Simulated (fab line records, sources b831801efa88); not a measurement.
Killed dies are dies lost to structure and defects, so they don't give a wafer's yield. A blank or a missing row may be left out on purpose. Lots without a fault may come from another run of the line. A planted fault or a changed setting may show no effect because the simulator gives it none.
Which tool did it? | flow sky130 | 12 lots, 36 wafers sampled, at 4 steps of a route of 708

WHAT THE GAUGES READ, wafer by wafer
SKY_METAL3_CD_MEAS_13: target cd 300 nm.
lot  | measured     | on        | cd_nm (nm)
L276 | day 38 09:10 | cd_sem-02 | 297.3 297.4 297.8
L277 | day 38 20:10 | cd_sem-02 | 299.0 300.3 300.3
L278 | day 39 09:00 | cd_sem-02 | 301.2 300.9 299.7
L279 | day 39 15:38 | cd_sem-02 | 302.4 301.5 300.8
L280 | day 39 20:22 | cd_sem-02 | 299.4 299.9 299.5
L282 | day 40 06:49 | cd_sem-01 | 300.7 300.1 300.2
L286 | day 41 20:37 | cd_sem-02 | 302.7 301.4 300.8
L295 | day 43 17:41 | cd_sem-02 | 299.2 299.0 299.0
L296 | day 43 23:13 | cd_sem-02 | 300.8 301.4 301.9
L297 | day 44 06:11 | cd_sem-02 | 301.0 301.7 301.4
L298 | day 44 09:02 | cd_sem-02 | 300.2 301.3 300.7
L299 | day 44 20:19 | cd_sem-01 | 298.7 297.4 298.3

SKY_VIA4_THK_MEAS_01.
lot  | measured     | on            | VIA4_HDPCVD_THK (nm)
L276 | day 41 14:53 | film_metro-03 | 1771 1752 1751
L277 | day 42 02:10 | film_metro-02 | 1738 1732 1736
L278 | day 42 14:38 | film_metro-01 | 1750 1723 1736
L279 | day 42 20:47 | film_metro-01 | 1735 1773 1782
L280 | day 43 00:41 | film_metro-03 | 1736 1750 1745
L282 | day 43 11:26 | film_metro-02 | 1722 1749 1727
L286 | day 44 23:28 | film_metro-03 | 1777 1774 1785
L295 | day 46 16:14 | film_metro-02 | 1765 1766 1761
L296 | day 46 20:16 | film_metro-03 | 1756 1747 1766
L297 | day 47 03:01 | film_metro-02 | 1760 1753 1754
L298 | day 47 03:44 | film_metro-03 | 1740 1746 1724
L299 | day 47 14:49 | film_metro-01 | 1759 1768 1737

WHICH TOOL RAN EACH LOT (tool, then ch and the chambers of the sampled wafers, then the start)
lot  | SKY_CAP2M_STRIP_14                   | SKY_CAP2M_STRIP_15
L276 | plasma_asher-01 ch 0,1, day 40 13:26 | wet_bench-04 ch 3, day 40 13:32
L277 | plasma_asher-04 ch 1, day 41 00:47   | wet_bench-04 ch 1, day 41 00:53
L278 | plasma_asher-03 ch 0,1, day 41 12:47 | wet_bench-03 ch 3, day 41 12:53
L279 | plasma_asher-01 ch 1, day 41 19:54   | wet_bench-04 ch 2, day 41 20:00
L280 | plasma_asher-01 ch 0,1, day 42 00:08 | wet_bench-02 ch 1, day 42 00:14
L282 | plasma_asher-01 ch 0,1, day 42 10:47 | wet_bench-04 ch 0, day 42 10:53
L286 | plasma_asher-03 ch 0,1, day 43 23:40 | wet_bench-04 ch 1, day 43 23:44
L295 | plasma_asher-04 ch 0,1, day 45 17:38 | wet_bench-04 ch 2, day 45 17:44
L296 | plasma_asher-04 ch 0,1, day 45 21:56 | wet_bench-04 ch 0, day 45 22:02
L297 | plasma_asher-03 ch 0,1, day 46 04:47 | wet_bench-04 ch 0, day 46 04:53
L298 | plasma_asher-04 ch 0,1, day 46 06:29 | wet_bench-02 ch 2, day 46 06:35
L299 | plasma_asher-01 ch 0,1, day 46 17:17 | wet_bench-03 ch 3, day 46 17:23
- SKY_CAP2M_STRIP_14: strips in O2/N2.
- SKY_CAP2M_STRIP_15: strips in post etch residue remover, time 1200 s.

WHAT THE TOOLS THEMSELVES READ (means of the sampled wafers that have a number; where no wafer has one, the mark that the record gives instead)
SKY_CAP2M_STRIP_14.
lot  | tool            | chamber_pressure_mTorr (mTorr) | drypump_motor_current_A (A) | oes_product_au (a.u.) | strip_time_to_endpoint_s (s)
L276 | plasma_asher-01 | 1499.9                         | 5.7                         | 0.710                 | 12.71
L277 | plasma_asher-04 | 1500.8                         | 5.8                         | 0.706                 | 12.60
L278 | plasma_asher-03 | 1500.6                         | 6.2                         | 0.710                 | 12.60
L279 | plasma_asher-01 | 1500.0                         | 6.1                         | 0.704                 | 12.65
L280 | plasma_asher-01 | 1499.4                         | 5.8                         | 0.713                 | 12.67
L282 | plasma_asher-01 | 1501.9                         | 5.7                         | 0.709                 | 12.63
L286 | plasma_asher-03 | 1499.5                         | 5.8                         | 0.709                 | 12.64
L295 | plasma_asher-04 | 1500.3                         | 5.5                         | 0.712                 | 12.69
L296 | plasma_asher-04 | 1501.2                         | 5.6                         | 0.709                 | 12.65
L297 | plasma_asher-03 | 1501.1                         | 5.8                         | 0.712                 | 12.65
L298 | plasma_asher-04 | 1500.4                         | 5.5                         | 0.711                 | 12.63
L299 | plasma_asher-01 | 1498.9                         | 5.7                         | 0.709                 | 12.67

SKY_CAP2M_STRIP_15.
lot  | tool         | bath_guard_temp_C (C) | bath_heat_duty_pct (%)
L276 | wet_bench-04 | 72.6                  | 14.5
L277 | wet_bench-04 | 71.5                  | 13.7
L278 | wet_bench-03 | 71.6                  | 15.0
L279 | wet_bench-04 | 72.5                  | 16.5
L280 | wet_bench-02 | 71.8                  | 14.4
L282 | wet_bench-04 | 72.0                  | 18.3
L286 | wet_bench-04 | 71.8                  | 13.4
L295 | wet_bench-04 | -                     | -
L296 | wet_bench-04 | -                     | -
L297 | wet_bench-04 | -                     | -
L298 | wet_bench-02 | 73.7                  | 16.9
L299 | wet_bench-03 | 71.6                  | 14.5

THE ANSWER, worked out from the rows above alone
Rule: what is usual is taken from the lots themselves. Put in order of their means at a reading, lots are off if they are a third of the lots or fewer, leave a main group of 4 or more, and stand apart from it by a gap of 3 or more times the standard deviation of the main group's means; of several such gaps the widest counts. A main group whose means are all the same, to the digits that the tables above print for the reading, isn't used. A lot without any number at a reading at which 4 lots or more have one is off too. The other lots that the step has rows for count as sound. The gauges are gone through in route order, then the tools' own readings, and for those a lot's mean is taken as printed above. The first step at which some lot is off is used, and at that step the reading that is off furthest; a lot without a number counts as furthest.
Off: L295, L296, L297, at SKY_CAP2M_STRIP_15 (bath_guard_temp_C). Without a number there: L295, L296, L297. The main group: mean 72.1 C, standard deviation 0.67.
A tool fits if, at that step or a process step before it, it ran every lot that is off, and no sound lot after the first of them. One fits: wet_bench-04 at SKY_CAP2M_STRIP_15. Its last sound lot is L286 (day 43 23:44), its first lot that is off L295 (day 45 17:44): a fault that began between those two fits.
Blank at SKY_CAP2M_STRIP_15 on the lots that are off, where sound lots have numbers: bath_guard_temp_C, bath_heat_duty_pct.

WHAT THE SIMULATOR HAD PUT IN
Skipped step whole: wet_bench-04, from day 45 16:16 on, at SKY_CAP2M_STRIP_15. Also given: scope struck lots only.
Lots struck among those shown: L295, L296, L297. The rule above found the same.
